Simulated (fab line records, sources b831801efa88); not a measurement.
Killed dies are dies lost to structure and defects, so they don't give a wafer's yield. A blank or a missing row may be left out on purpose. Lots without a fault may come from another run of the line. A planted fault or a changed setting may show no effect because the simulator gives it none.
Problem report in the 8D (eight disciplines) form, filled by code | flow sky130 | the parts of the form that need people (team, actions taken, sign-off) are left out

1. THE PROBLEM
bias_w at SKY_VIA2_ETCH_15 reads a mean of 1793 W on 6 wafers of 2 lots; wafers without a fault read 1200 W with a standard deviation of 3.6. That is +99 or more standard deviations from the usual mean.
The step: etches SiO2 in C4F8/O2/Ar, stops on TiN, target depth 546 nm, time 84 s.
First seen on wafer L762.1, day 39 01:26, on rie_diel-04. The record holds 33 wafers of 11 lots with a number at this step. Rule for "out", or "out of limits": more than 4 standard deviations from the usual mean. The other wafers with a number count as sound.

2. WHAT IT IS AND WHAT IT IS NOT
question                    | is                     | is not
which readings at this step | bias_w                 | oes_product_au
which lots                  | L762, L764             | L754, L755, L756, L770, L772, L773, L774, L775, L776
which wafers of those lots  | all that have a number | -
read on which tools         | rie_diel-04            | rie_diel-01, rie_diel-03
when                        | from day 39 01:26      | up to then (9 sound wafers); but 18 sound wafers of L770, L772, L773, L774, L775, L776 came after

3. SUSPECTS, AND WHAT RULES EACH OUT
Counting: a tool at a process step up to the reading stays a suspect if it ran every lot that is out and no sound lot after the first of them.
- rie_diel-04 at SKY_VIA2_ETCH_15 (etches SiO2 in C4F8/O2/Ar, stops on TiN, target depth 546 nm, time 84 s): ruled out as a lasting fault. Sound lots L775 ran on it after its first lot that is out, L762 (day 39 01:26).
Left after counting: nothing in the record.

4. THE CAUSE (what the simulator had put in)
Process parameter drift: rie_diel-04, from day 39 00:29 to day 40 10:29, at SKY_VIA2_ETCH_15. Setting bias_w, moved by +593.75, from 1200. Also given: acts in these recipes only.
Counting ruled it out, wrongly.

5. THE CHAIN OF EFFECTS, in route order
Each row: a reading whose mean over the struck wafers that have a number lies more than 3 standard deviations from the usual. Only readings for which the record gives a usual standard deviation are gone through. hours: the time from each lot's start at the first step in this table that gives one to its start at this step, as a median over the lots. sigmas: the change in usual standard deviations.
hours | step              | reading                  | usual   | on struck wafers | change | sigmas
0     | SKY_VIA2_ETCH_15  | bias_w                   | 1200 W  | 1793             | +593   | +99 or more
0     | SKY_VIA2_STRIP_16 | strip_time_to_endpoint_s | 4.050 s | 3.878            | -0.172 | -8.2
The process steps in it:
- SKY_VIA2_ETCH_15: etches SiO2 in C4F8/O2/Ar, stops on TiN, target depth 546 nm, time 84 s.
- SKY_VIA2_STRIP_16: strips in O2/N2.
Later measuring or inspecting steps at which every struck wafer that the step has a row for has a number for every such reading, and none has moved that far: SKY_VIA2_RS_MEAS_22, SKY_VIA2_THK_MEAS_23.

6. WHAT WOULD HAVE CAUGHT IT SOONER
In this record the first reading out of limits was taken at day 39 01:26, 1 hour after the fault began at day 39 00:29.
